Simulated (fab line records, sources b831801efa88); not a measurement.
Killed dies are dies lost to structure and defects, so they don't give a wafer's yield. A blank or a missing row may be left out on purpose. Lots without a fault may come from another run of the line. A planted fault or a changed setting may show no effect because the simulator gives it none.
Problem report in the 8D (eight disciplines) form, filled by code | flow sfq_line | the parts of the form that need people (team, actions taken, sign-off) are left out

1. THE PROBLEM
time_to_endpoint_s at SFQ_TRILAYER_I0_CMP_CMP_028 reads a mean of 168 s on 5 wafers of 2 lots; wafers without a fault read 208 s with a standard deviation of 7.5. That is -5.3 standard deviations from the usual mean.
The step: polishes SiO2.
First seen on wafer L687.3, day 19 14:52, on cmp-02. The record holds 42 wafers of 14 lots with a number at this step. Rule for "out", or "out of limits": more than 4 standard deviations from the usual mean. The other wafers with a number count as sound.

2. WHAT IT IS AND WHAT IT IS NOT
question                    | is                                     | is not
which readings at this step | time_to_endpoint_s                     | -
which lots                  | L687, L688                             | L667, L668, L669, L671, L673, L674, L675, L678, L679, L680, L681, L690
which wafers of those lots  | L687.3, L687.6, L688.3, L688.5, L688.6 | L687.4
read on which tools         | cmp-02                                 | cmp-01
when                        | from day 19 14:52                      | up to then (34 sound wafers); but 3 sound wafers of L690 came after

3. SUSPECTS, AND WHAT RULES EACH OUT
Counting: a tool at a process step up to the reading stays a suspect if it ran every lot that is out. Sound lots after the first of them don't rule it out here, since some wafers of a struck lot are sound.
- cmp-02 at SFQ_TRILAYER_I0_CMP_CMP_028 (polishes SiO2): kept. It ran every lot that is out, first L687 (day 19 14:52); its last sound lot up to then is L681 (day 17 11:58). Its own readings are out on those wafers: time_to_endpoint_s.
- Within cmp-02 at SFQ_TRILAYER_I0_CMP_CMP_028: the wafers that are out ran in chambers 0, 1, 2; their sound lot-mates ran in chamber 3.
Left after counting: cmp-02 at SFQ_TRILAYER_I0_CMP_CMP_028.

4. THE CAUSE (what the simulator had put in)
Process parameter drift: cmp-02, from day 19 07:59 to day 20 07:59, at SFQ_TRILAYER_I0_CMP_CMP_028. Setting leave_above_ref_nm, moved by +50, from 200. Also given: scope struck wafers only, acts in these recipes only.
Counting left only this tool.

5. THE CHAIN OF EFFECTS, in route order
Each row: a reading whose mean over the struck wafers that have a number lies more than 3 standard deviations from the usual. Only readings for which the record gives a usual standard deviation are gone through. hours: the time from each lot's start at the first step in this table that gives one to its start at this step, as a median over the lots. sigmas: the change in usual standard deviations.
hours | step                                  | reading            | usual      | on struck wafers | change | sigmas
0     | SFQ_TRILAYER_I0_CMP_CMP_028           | time_to_endpoint_s | 208 s      | 168              | -40    | -5.3
3     | SFQ_TRILAYER_I0_METRO_MEASURE_029     | thk_nm             | 199.2 nm   | 249.1            | +49.9  | +50
162   | SFQ_TRILAYER_I0_VIA_ETCH_VIA_ETCH_034 | oes_product_au     | 0.853 a.u. | 0.970            | +0.117 | +23
The process steps in it:
- SFQ_TRILAYER_I0_CMP_CMP_028: polishes SiO2.
- SFQ_TRILAYER_I0_METRO_MEASURE_029
- SFQ_TRILAYER_I0_VIA_ETCH_VIA_ETCH_034: etches SiO2 in CHF3, stops on Nb, target depth 260 nm.

6. WHAT WOULD HAVE CAUGHT IT SOONER
In this record the first reading out of limits was taken at day 19 14:52, 7 hours after the fault began at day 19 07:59.
